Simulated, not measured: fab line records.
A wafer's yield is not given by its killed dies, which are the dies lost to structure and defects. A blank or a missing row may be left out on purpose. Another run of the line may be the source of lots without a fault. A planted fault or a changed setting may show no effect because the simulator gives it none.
Chamber matching	flow sky130	SKY_VIA3_ETCH_14 on rie-diel-03 has 4 sister chambers
The step etches BARC in N2/H2, stops on SiO2, time 45.9 s, target depth 60 nm. 24 wafers are shown with their chamber, then 12 later ones without.

WAFERS, EACH WITH ITS CHAMBER
wafer	chamber	drypump-motor-current-A (A)	oes-product-au (a.u.)	bias-w (W)
L076.3	0	5.84	0.851	100.33
L076.4	1	6.20	0.851	100.27
L076.6	0	5.88	0.858	99.72
L077.1	0	5.86	0.858	100.16
L077.5	0	5.84	0.864	100.48
L077.6	3	6.00	0.847	99.87
L078.1	3	6.00	0.855	100.22
L078.4	0	5.83	0.862	99.88
L078.5	2	6.38	0.852	100.35
L080.4	1	6.20	0.862	100.29
L080.5	2	6.36	0.847	100.01
L080.6	3	6.01	0.855	99.78
L081.1	1	6.19	0.851	100.27
L081.2	3	6.00	0.850	100.50
L081.3	0	5.82	0.844	100.11
L082.1	3	6.05	0.855	99.40
L082.3	1	6.21	0.854	100.03
L082.6	0	5.82	0.849	100.20
L084.1	0	5.83	0.856	100.30
L084.3	3	5.99	0.855	99.84
L084.4	2	6.43	0.850	100.06
L085.4	3	6.00	0.846	100.15
L085.5	2	6.39	0.851	99.74
L085.6	1	6.21	0.857	99.86

SIGNATURES (averages over the wafers above)
reading	chamber 0	chamber 1	chamber 2	chamber 3	scatter within a chamber
drypump-motor-current-A	5.8400	6.2020	6.3900	6.0071	0.0203
oes-product-au	0.85525	0.85500	0.85000	0.85186	0.00511
bias-w	100.1475	100.1440	100.0400	99.9657	0.276
Rule: for each reading, subtract the chamber's mean from the wafer's reading, divide by that reading's scatter and square the result; add these up over the readings and take the root, which gives the wafer's distance from the chamber. The wafer belongs to the nearest chamber; if the next one is less than 2 further off, it can't be placed. The scatter: take each reading less its chamber's mean, square it, sum over the shown wafers, divide by the number of wafers less the number of chambers, and take the root.

WAFERS WHOSE CHAMBER IS MISSING
wafer	drypump-motor-current-A (A)	oes-product-au (a.u.)	bias-w (W)
L086.1	5.86	0.854	100.60
L086.3	6.39	0.859	100.14
L086.6	6.04	0.853	100.31
L093.1	5.85	0.857	100.24
L093.2	5.98	0.856	99.61
L093.3	6.39	0.852	99.63
L095.1	6.18	0.856	99.93
L095.2	6.37	0.855	99.48
L095.4	6.02	0.859	100.84
L094.2	6.03	0.855	100.35
L094.4	6.17	0.847	99.85
L094.6	6.18	0.848	100.45

WHICH CHAMBER EACH WENT THROUGH
wafer	from the rows above	in truth
L086.1	0	0
L086.3	2	2
L086.6	3	3
L093.1	0	0
L093.2	3	3
L093.3	2	2
L095.1	1	1
L095.2	2	2
L095.4	3	3
L094.2	3	3
L094.4	1	1
L094.6	1	1
12 of 12 placed correctly. Left unplaced by these rows: 0. Placed wrongly: 0.
